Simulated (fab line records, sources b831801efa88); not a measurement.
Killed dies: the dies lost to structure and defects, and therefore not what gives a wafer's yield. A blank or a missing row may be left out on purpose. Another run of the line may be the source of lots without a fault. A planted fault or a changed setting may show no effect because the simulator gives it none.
Split-lot trial + flow gf180mcu + on a route of 602 steps: 5 lots, 23 wafers read

## SPLIT DETAILS
At GF_POLY_GATE_CVD_00 (deposits poly-Si, target thk 200 nm, time 1200 s), the setting pressureMtorr was moved away from the recipe's 200 mTorr on 15 of the 23 wafers read, by -4.5% to +14.1%. The other wafers ran this setting at the recipe's value.

There is no step in the file separating the split from the reading.

## THE READING
POLY_GATE_CVD_00_THK (nm), taken at GF_POLY_GATE_THK_MEAS_01. Fault-free wafers of this fab line usually give 201.6 nm, standard deviation 1.9 nm.

| wafer  | tool, chamber at the split | pressureMtorr as run, mTorr | against the recipe | POLY_GATE_CVD_00_THK, nm | against lot-mates on the recipe |
|--------|----------------------------|-----------------------------|--------------------|--------------------------|---------------------------------|
| L077.1 | -, -                       | 191                         | -4.5%              | 196.8                    | no lot-mate on the recipe       |
| L077.2 | -, -                       | 191                         | -4.5%              | 197.8                    | no lot-mate on the recipe       |
| L077.3 | -, -                       | 191                         | -4.5%              | 196.8                    | no lot-mate on the recipe       |
| L077.5 | -, -                       | 191                         | -4.5%              | 198.6                    | no lot-mate on the recipe       |
| L077.6 | -, -                       | 191                         | -4.5%              | 198.2                    | no lot-mate on the recipe       |
| L078.1 | -, -                       | 218.1                       | +9.1%              | 205.8                    | no lot-mate on the recipe       |
| L078.2 | -, -                       | 218.1                       | +9.1%              | 207.1                    | no lot-mate on the recipe       |
| L078.3 | -, -                       | 218.1                       | +9.1%              | 207.5                    | no lot-mate on the recipe       |
| L078.5 | -, -                       | 218.1                       | +9.1%              | 207.9                    | no lot-mate on the recipe       |
| L078.6 | -, -                       | 218.1                       | +9.1%              | 209.6                    | no lot-mate on the recipe       |
| L079.1 | lpcvd-02, 1                | 200                         | recipe             | 204.3                    | -                               |
| L079.4 | lpcvd-02, 1                | 200                         | recipe             | 204.1                    | -                               |
| L079.6 | lpcvd-02, 1                | 200                         | recipe             | 202.2                    | -                               |
| L082.1 | -, -                       | 228.3                       | +14.1%             | 216.5                    | no lot-mate on the recipe       |
| L082.2 | -, -                       | 228.3                       | +14.1%             | 218.0                    | no lot-mate on the recipe       |
| L082.3 | -, -                       | 228.3                       | +14.1%             | 216.8                    | no lot-mate on the recipe       |
| L082.5 | -, -                       | 228.3                       | +14.1%             | 216.3                    | no lot-mate on the recipe       |
| L082.6 | -, -                       | 228.3                       | +14.1%             | 217.1                    | no lot-mate on the recipe       |
| L084.1 | -, -                       | 200                         | recipe             | 199.3                    | -                               |
| L084.2 | -, -                       | 200                         | recipe             | 200.0                    | -                               |
| L084.4 | -, -                       | 200                         | recipe             | 199.1                    | -                               |
| L084.5 | -, -                       | 200                         | recipe             | 199.3                    | -                               |
| L084.6 | -, -                       | 200                         | recipe             | 199.0                    | -                               |

FIT RESULTS
A straight line over all 23 wafers: POLY_GATE_CVD_00_THK changes by +0.985 nm for each +1% of pressureMtorr; r = +0.96; the points scatter about the line by 2.2 nm.
Too few moved wafers with a lot-mate on the recipe to fit a line net of each lot's own level.

## THE WHOLE CHAIN: every reading that the file lists as answering this split, in the file's order
| step                     | what it does                                     | reading                                                                            | change (the file's fit)               | r (the file's) |
|--------------------------|--------------------------------------------------|------------------------------------------------------------------------------------|---------------------------------------|----------------|
| GF_POLY_GATE_CVD_00      | deposits poly-Si, target thk 200 nm, time 1200 s | poly-Si_of_POLY_GATE_CVD_00.thkNm (the simulator's own value, which no gauge read) | +0.984 nm for each +1% of the setting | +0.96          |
| GF_POLY_GATE_THK_MEAS_01 |                                                  | POLY_GATE_CVD_00_THK                                                               | +0.984 for each +1% of the setting    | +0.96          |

## THE FILE'S OWN FIT
POLY_GATE_CVD_00_THK changes by +0.984 nm for each +1% of pressureMtorr, r = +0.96.
